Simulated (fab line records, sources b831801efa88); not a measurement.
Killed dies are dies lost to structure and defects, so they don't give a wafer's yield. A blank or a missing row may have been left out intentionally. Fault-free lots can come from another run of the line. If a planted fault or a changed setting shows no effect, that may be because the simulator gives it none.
Which tool is to blame?	flow sky130	at 1 step of a route of 708, 6 lots with 18 wafers sampled

WHAT THE GAUGES READ, wafer by wafer
SKY_VIA1_CD_MEAS_12 targets a cd of 150 nm.
lot	measured	on	cd-nm (nm)
L797	day 34 08:33	cd-sem-02	149.6 146.3 148.9
L799	day 34 21:21	cd-sem-02	151.2 149.7 152.3
L803	day 36 21:20	cd-sem-02	150.4 152.5 150.2
L808	day 38 01:19	cd-sem-01	148.3 147.7 148.0
L812	day 40 03:42	cd-sem-02	147.5 147.7 148.1
L817	day 41 03:51	cd-sem-02	152.3 152.8 150.6

WHAT TOOL EACH LOT RAN ON (gives the tool, then ch and the chambers of the sampled wafers, and finally the start)
The record holds no process step before these readings.

THE ANSWER, worked out from the rows above alone
Rule: usual is defined by the lots themselves. Put in order of their means at a reading, lots are off if they are a third of the lots or fewer, leave a main group of 4 or more, and stand apart from it by a gap of 3 or more times the standard deviation of the main group's means; of several such gaps the widest counts. A main group is skipped when, at the precision printed for the reading in the tables above, its means are all equal. Also off: a lot with no number at a reading for which 4 or more lots have one. Where the step has rows for the other lots, those lots are counted as sound.
Nothing can be told from this: no lot is off at any reading shown.

WHAT THE SIMULATOR HAD PUT IN
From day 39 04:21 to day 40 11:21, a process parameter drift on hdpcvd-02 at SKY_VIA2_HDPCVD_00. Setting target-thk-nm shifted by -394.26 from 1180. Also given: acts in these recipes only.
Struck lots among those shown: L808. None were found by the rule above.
